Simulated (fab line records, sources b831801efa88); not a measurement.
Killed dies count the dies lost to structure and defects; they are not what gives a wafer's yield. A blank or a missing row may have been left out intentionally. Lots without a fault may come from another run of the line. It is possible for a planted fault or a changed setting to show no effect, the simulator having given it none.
A single fault, viewed from 2 desks | flow gf180mcu | each desk has only its own numbers; what lay behind them comes last

## THE METROLOGY DESK
What the gauges read for every lot (on any tool): the sampled wafers with a number, averaged. Marked OUT: a lot whose mean sits more than 4 standard deviations from the usual mean, which makes it out of limits; the brackets give that distance.
Columns: A = DUAL_GATE_OXIDATION_00_THK at GF_DUAL_GATE_THK_MEAS_03, usual 10.84 nm; B = M2_OVL at GF_M2_OVL_MEAS_15, usual -3 nm; C = V2_OVL at GF_V2_OVL_MEAS_15, usual 0 nm
lot  | first seen here | A                | B  | C
L915 | day 7 22:40     | 10.84            | 2  | 4
L916 | day 8 01:16     | 10.68            | -9 | 5
L917 | day 8 09:58     | 10.95            | -3 | -5
L918 | day 8 18:26     | 10.82            | -4 | -4
L920 | day 9 06:06     | 11.24            | -5 | 3
L922 | day 9 18:38     | 11.12            | -6 | 2
L923 | day 10 03:16    | 12.25 (+5.6) OUT | -9 | -0
L925 | day 10 18:13    | 12.22 (+5.5) OUT | 2  | -4
L931 | day 12 16:28    | 10.87            | -7 | -2
L932 | day 12 23:18    | 11.20            | 4  | -2
L934 | day 13 10:18    | 11.20            | -7 | 2
L935 | day 13 15:31    | 11.08            | -9 | -1
L936 | day 13 21:19    | 10.64            | -2 | 5
L937 | day 14 06:54    | 11.10            | -3 | 4
This desk finds L923, L925 out of limits, with the earliest case on L923 at day 10 03:16 (DUAL_GATE_OXIDATION_00_THK at GF_DUAL_GATE_THK_MEAS_03). L915, L916, L917, L918, L920, L922, L931, L932, L934, L935, L936, L937 stayed within limits.

## THE TOOL OWNER'S DESK: furnace-02
The tool's own readings at GF_DUAL_GATE_OXIDATION_02 (stabilise 600 s, purge 300 s, target thk 10.887 nm): means of the sampled wafers that have a number, for each lot that ran on this tool. Marked OUT: a lot whose mean sits more than 4 standard deviations from the usual mean, which makes it out of limits; the brackets give that distance.
Columns: A = oxTempCMax at GF_DUAL_GATE_OXIDATION_02, usual 905.0
lot  | first seen here | A
L917 | day 8 08:31     | 903.8
L920 | day 9 04:38     | 904.5
L922 | day 9 17:11     | 905.8
L923 | day 10 01:49    | 904.1
L925 | day 10 16:46    | 904.2
Result from this desk: across the 5 lots, nothing is out of limits.

## ALL TOGETHER
On L923, L925, the metrology desk was in a position to raise an alarm at day 10 03:16.
The tool owner's desk saw nothing out of limits.
Tool owner's desk: L923, L925 on record, inside its limits.
On furnace-02, each named lot ran GF_DUAL_GATE_OXIDATION_02.

## WHAT THE SIMULATOR HAD PUT IN
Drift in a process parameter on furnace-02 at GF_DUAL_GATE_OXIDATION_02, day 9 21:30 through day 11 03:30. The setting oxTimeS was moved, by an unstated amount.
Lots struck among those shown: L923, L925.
Delay in hours, fault start to first out-of-limits reading, per desk: metrology desk 6.
